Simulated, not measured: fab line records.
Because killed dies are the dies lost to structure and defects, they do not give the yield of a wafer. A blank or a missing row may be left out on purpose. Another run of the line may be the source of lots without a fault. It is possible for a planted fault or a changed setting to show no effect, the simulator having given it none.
One fault through the eyes of 2 desks -- flow sky130 -- each desk has only its own numbers; what lay behind them comes last

## THE TOOL OWNER'S DESK: implanter-02
SKY_POLY_GATE_IMPLANT_02, tool's own readings: per-lot mean of the sampled wafers with a number, covering each lot this tool ran. A lot is out of limits, marked OUT, if its mean lies more than 4 standard deviations from the usual mean; the brackets give that distance.
Columns: A = end-station-pressure-torr at SKY_POLY_GATE_IMPLANT_02, usual 1.11e-05 Torr
lot,first seen here,A
L621,day 16 20:48,1.04e-05
L622,day 17 01:02,1.06e-05
L623,day 17 02:19,1.07e-05
L624,day 17 17:04,1.06e-05
L625,day 17 21:08,1.04e-05
L633,day 20 17:08,4.69e-05 (+39) OUT
L635,day 21 07:59,4.61e-05 (+38) OUT
This desk's finding: out of limits on L633, L635; first on L633, day 20 17:08 (end-station-pressure-torr at SKY_POLY_GATE_IMPLANT_02). L621, L622, L623, L624, L625 stayed within limits.

## METROLOGY DESK
What the gauges read, lot by lot, whatever tool the lot ran on: means of the sampled wafers that have a number. A lot is out of limits, marked OUT, if its mean lies more than 4 standard deviations from the usual mean; the brackets give that distance.
Columns: A = LI_CONTACT_BOW at SKY_LI_CONTACT_BOW_MEAS_03, usual 56 um
lot,first seen here,A
L621,day 29 16:40,54
L622,day 29 22:37,53
L623,day 30 00:26,58
L624,day 30 11:22,57
L625,day 30 16:07,62
L633,day 33 03:02,52
L635,day 33 14:41,58
L636,day 33 22:15,48
L637,day 34 10:05,51
L639,day 35 03:57,60
L640,day 35 08:32,59
L641,day 35 11:32,57
This desk's verdict: no lot among the 12 shows anything out of limits.

## ALL TOGETHER
The tool owner's desk had the chance to raise an alarm at day 20 17:08 on L633, L635.
Nothing out of limits was seen by the metrology desk.
The metrology desk has L633, L635 on record, within its limits.
Every lot named ran SKY_POLY_GATE_IMPLANT_02 on implanter-02.

## WHAT WAS PUT IN BY THE SIMULATOR
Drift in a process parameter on implanter-02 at SKY_POLY_GATE_IMPLANT_02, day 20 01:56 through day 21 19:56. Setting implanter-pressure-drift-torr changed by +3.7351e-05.
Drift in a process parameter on implanter-02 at SKY_POLY_GATE_IMPLANT_02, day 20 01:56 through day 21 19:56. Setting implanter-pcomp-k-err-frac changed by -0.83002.
Lots struck among those shown: L633, L635.
Hours from the fault's start to each desk's first reading out of limits: the tool owner's desk, 15.
